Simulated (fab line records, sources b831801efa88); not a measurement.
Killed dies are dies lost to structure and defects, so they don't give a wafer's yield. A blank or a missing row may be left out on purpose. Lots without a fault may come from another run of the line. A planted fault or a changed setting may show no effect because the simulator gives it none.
Which tool did it? | flow sfq_line | 15 lots, 45 wafers sampled, at 2 steps of a route of 325

WHAT THE GAUGES READ, wafer by wafer
SFQ_M3_RS_MEAS_919: measures by four-point-probe. Usual: M3_NB_RS 0.889 ohm/sq, standard deviation 0.01.
lot  | measured     | on            | M3_NB_RS (ohm/sq) | flag
L541 | day 44 07:09 | film_metro-03 | 0.882 0.880 0.883 |
L542 | day 45 09:57 | film_metro-04 | 0.886 0.894 0.886 |
L543 | day 45 15:59 | film_metro-01 | 0.984 0.974 0.973 | OFF
L544 | day 45 21:58 | film_metro-03 | 0.964 0.971 0.964 | OFF
L545 | day 46 05:11 | film_metro-03 | 0.976 0.979 0.976 | OFF
L553 | day 50 13:07 | film_metro-01 | 0.893 0.891 0.893 |
L554 | day 50 17:55 | film_metro-01 | 0.871 0.880 0.870 |
L555 | day 51 01:18 | film_metro-04 | 0.895 0.895 0.905 |
L556 | day 51 04:44 | film_metro-03 | 0.867 0.871 0.873 |
L557 | day 51 11:55 | film_metro-01 | 0.886 0.891 0.878 |
L558 | day 51 13:19 | film_metro-01 | 0.898 0.911 0.904 |
L559 | day 52 05:57 | film_metro-01 | 0.895 0.893 0.901 |
L560 | day 52 08:21 | film_metro-04 | 0.879 0.878 0.871 |
L562 | day 52 21:40 | film_metro-03 | 0.899 0.899 0.891 |
L564 | day 54 03:38 | film_metro-04 | 0.874 0.878 0.882 |

WHICH TOOL RAN EACH LOT (tool, then ch and the chambers of the sampled wafers, then the start)
lot  | SFQ_TRILAYER_M3_DEP_SPUTTER_073
L541 | pvd_sputter-05, day 44 07:04
L542 | pvd_sputter-05, day 45 09:52
L543 | pvd_sputter-05, day 45 15:53
L544 | pvd_sputter-05, day 45 21:52
L545 | pvd_sputter-05, day 46 05:05
L553 | pvd_sputter-06, day 50 13:01
L554 | pvd_sputter-04, day 50 17:49
L555 | pvd_sputter-05, day 51 01:12
L556 | pvd_sputter-04, day 51 04:37
L557 | pvd_sputter-05, day 51 11:49
L558 | pvd_sputter-06, day 51 13:13
L559 | pvd_sputter-05, day 52 05:49
L560 | pvd_sputter-04, day 52 08:13
L562 | pvd_sputter-06, day 52 21:33
L564 | pvd_sputter-04, day 54 03:33
- SFQ_TRILAYER_M3_DEP_SPUTTER_073: material Nb, target thk 200 nm, time 133.3 s.

WHAT THE TOOLS THEMSELVES READ (means of the sampled wafers that have a number; where no wafer has one, the mark that the record gives instead)
SFQ_TRILAYER_M3_DEP_SPUTTER_073. Usual: throttle_valve_pct 30.0 %, standard deviation 1.2.
lot  | tool           | throttle_valve_pct (%) | flag
L541 | pvd_sputter-05 | 29.8                   |
L542 | pvd_sputter-05 | 29.2                   |
L543 | pvd_sputter-05 | 29.2                   |
L544 | pvd_sputter-05 | 29.8                   |
L545 | pvd_sputter-05 | 30.6                   |
L553 | pvd_sputter-06 | 29.6                   |
L554 | pvd_sputter-04 | 29.4                   |
L555 | pvd_sputter-05 | 29.5                   |
L556 | pvd_sputter-04 | 28.8                   |
L557 | pvd_sputter-05 | 30.1                   |
L558 | pvd_sputter-06 | 31.9                   |
L559 | pvd_sputter-05 | 29.0                   |
L560 | pvd_sputter-04 | 29.4                   |
L562 | pvd_sputter-06 | 30.7                   |
L564 | pvd_sputter-04 | 29.5                   |

THE ANSWER, worked out from the rows above alone
Rule: a lot is off if the mean of its wafers that have a number lies more than 3 standard deviations from the usual mean. A lot without any number at a reading at which 4 lots or more have one is off too. The other lots that the step has rows for count as sound. The gauges are gone through in route order, then the tools' own readings, and for those a lot's mean is taken as printed above. The first step at which some lot is off is used, and at that step the reading that is off furthest; a lot without a number counts as furthest.
Off: L543, L544, L545, at SFQ_M3_RS_MEAS_919 (M3_NB_RS).
A tool fits if, at a process step before that reading, it ran every lot that is off, and no sound lot after the first of them. The gauges at SFQ_M3_RS_MEAS_919 are tried like those tools. None of those tried fits.

WHAT THE SIMULATOR HAD PUT IN
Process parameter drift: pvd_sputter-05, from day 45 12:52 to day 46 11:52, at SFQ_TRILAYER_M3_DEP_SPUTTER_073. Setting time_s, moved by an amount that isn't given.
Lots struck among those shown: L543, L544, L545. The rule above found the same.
